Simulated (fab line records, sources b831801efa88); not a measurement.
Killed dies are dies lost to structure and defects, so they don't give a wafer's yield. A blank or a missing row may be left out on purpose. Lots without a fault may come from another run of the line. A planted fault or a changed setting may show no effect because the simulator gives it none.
Split-lot experiment | flow sfq_line | 5 lots, 23 wafers read, on a route of 325 steps

THE SPLIT
At SFQ_TRILAYER_M7_LITHO_COAT_177 (resist thk 600 nm), the setting resist_thk_nm was moved away from the recipe's 600 nm on 6 of the 23 wafers read, by -3.9% to -1.9%. The other wafers ran this setting at the recipe's value.

FROM THE SPLIT TO THE READING: what the file shows between them, 4 steps
- SFQ_TRILAYER_M7_LITHO_SOFTBAKE_181
- SFQ_TRILAYER_M7_LITHO_EXPOSE_178: exposes mask M7, target cd 500 nm
- SFQ_TRILAYER_M7_LITHO_DEVELOP_179: time 60 s
- SFQ_TRILAYER_M7_BARC_OPEN_METAL_ETCH_229: etches BARC in O2, target depth 125 nm, time 41.7 s

THE READING
KrF_of_TRILAYER_M7_LITHO_COAT_177.thk_nm (the simulator's own value, which no gauge read), in nm, at SFQ_TRILAYER_M7_ETCH_METAL_ETCH_180 (etches Nb in Cl2/Ar, stops on SiO2, target depth 240 nm, time 120 s). The file gives no usual value for it. The 17 wafers here that ran the recipe average 380.3 nm, standard deviation 2.4 nm.

wafer  | tool, chamber at the split | resist_thk_nm as run, nm | against the recipe | KrF_of_TRILAYER_M7_LITHO_COAT_177.thk_nm, nm | against lot-mates on the recipe
L078.1 | litho_track-03, 0          | 600                      | recipe             | 382.1                                        | -
L078.3 | litho_track-03, 0          | 600                      | recipe             | 381.3                                        | -
L078.4 | litho_track-03, 0          | 600                      | recipe             | 379.4                                        | -
L078.5 | litho_track-03, 0          | 600                      | recipe             | 379.4                                        | -
L078.6 | litho_track-03, 0          | 600                      | recipe             | 381.5                                        | -
L079.3 | litho_track-03, 0          | 600                      | recipe             | 381.1                                        | -
L079.4 | litho_track-03, 0          | 600                      | recipe             | 387.3                                        | -
L079.5 | litho_track-03, 0          | 600                      | recipe             | 377                                          | -
L081.1 | litho_track-04, 0          | 580.2                    | -3.3%              | 363.1                                        | -16.5
L081.3 | litho_track-04, 0          | 600                      | recipe             | 380.3                                        | -
L081.4 | litho_track-04, 0          | 580.2                    | -3.3%              | 357.5                                        | -22.1
L081.5 | litho_track-04, 0          | 600                      | recipe             | 376.3                                        | -
L081.6 | litho_track-04, 0          | 600                      | recipe             | 382.2                                        | -
L083.1 | litho_track-03, 0          | 600                      | recipe             | 378.6                                        | -
L083.2 | litho_track-03, 0          | 576.6                    | -3.9%              | 358.5                                        | -20.1
L083.3 | litho_track-03, 0          | 600                      | recipe             | 377.9                                        | -
L083.5 | litho_track-03, 0          | 576.6                    | -3.9%              | 359.6                                        | -19.0
L083.6 | litho_track-03, 0          | 600                      | recipe             | 379.4                                        | -
L085.1 | litho_track-03, 0          | 588.5                    | -1.9%              | 368.7                                        | -11.9
L085.3 | litho_track-03, 0          | 600                      | recipe             | 380.3                                        | -
L085.4 | litho_track-03, 0          | 588.5                    | -1.9%              | 368.6                                        | -12.0
L085.5 | litho_track-03, 0          | 600                      | recipe             | 380                                          | -
L085.6 | litho_track-03, 0          | 600                      | recipe             | 381.4                                        | -

THE FIT
A straight line over all 23 wafers: KrF_of_TRILAYER_M7_LITHO_COAT_177.thk_nm changes by +5.74 nm for each +1% of resist_thk_nm; r = +0.96; the points scatter about the line by 2.4 nm.
The same after taking each lot's own level away (the mean of its wafers on the recipe; 23 wafers): +5.44 nm for each +1%; r = +0.96; scatter 2.3 nm.
On that fit, the largest move of resist_thk_nm shifts the reading by 21 nm.
The lots' own levels span 378.63 to 381.80 nm, that is 1.3 times the standard deviation above.
So the lot-to-lot level changes the slope little: the two slopes agree.
Check: with one of the wafers moved furthest among these (-3.9%) left out of the fit, the line predicts -21.7 nm for it against its lot-mates. It came out at -20.1 nm against them.

OTHER SPLITS ON THESE WAFERS
These wafers also went through other splits before the reading. Each is held against what the fit with the lots' levels taken away leaves over:
other split on the same wafers                   | wafers away from the commonest value | r with KrF_of_TRILAYER_M7_LITHO_COAT_177.thk_nm (lot level and that fit taken away)
SFQ_TRILAYER_JJ_TRILAYER_DEP_SPUTTER_112 power_w | 11                                   | +0.01
SFQ_TRILAYER_JJ_CE_LITHO_COAT_119 spin_rpm       | 7                                    | -0.14
SFQ_TRILAYER_M5_BARC_OPEN_METAL_ETCH_161 time_s  | 4                                    | -0.31
SFQ_TRILAYER_R5_ETCH_METAL_ETCH_139 time_s       | 8                                    | +0.20
SFQ_TRILAYER_C5_LITHO_EXPOSE_152 dose_mj         | 5                                    | -0.22
SFQ_TRILAYER_M6_DEP_SPUTTER_157 time_s           | 7                                    | -0.23
SFQ_TRILAYER_M6_LITHO_EXPOSE_160 dose_mj         | 9                                    | +0.13
SFQ_TRILAYER_M6_ETCH_METAL_ETCH_162 icp_w        | 9                                    | +0.09
SFQ_TRILAYER_I6_VIA_LITHO_COAT_174 spin_rpm      | 10                                   | +0.41

THE WHOLE CHAIN: every reading that the file lists as answering this split, in the file's order
step                                     | what it does                                                        | reading                                                                                   | change (the file's fit)              | r (the file's)
SFQ_TRILAYER_M7_LITHO_COAT_177           | resist thk 600 nm                                                   | KrF_of_TRILAYER_M7_LITHO_COAT_177.thk_nm (the simulator's own value, which no gauge read) | +5.92 nm for each +1% of the setting | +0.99
SFQ_TRILAYER_M7_BARC_OPEN_METAL_ETCH_229 | etches BARC in O2, target depth 125 nm, time 41.7 s                 | KrF_of_TRILAYER_M7_LITHO_COAT_177.thk_nm (the simulator's own value, which no gauge read) | +5.81 nm for each +1% of the setting | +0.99
SFQ_TRILAYER_M7_ETCH_METAL_ETCH_180      | etches Nb in Cl2/Ar, stops on SiO2, target depth 240 nm, time 120 s | KrF_of_TRILAYER_M7_LITHO_COAT_177.thk_nm (the simulator's own value, which no gauge read) | +5.47 nm for each +1% of the setting | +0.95

THE FILE'S OWN FIT
KrF_of_TRILAYER_M7_LITHO_COAT_177.thk_nm changes by +5.47 nm for each +1% of resist_thk_nm, r = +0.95.
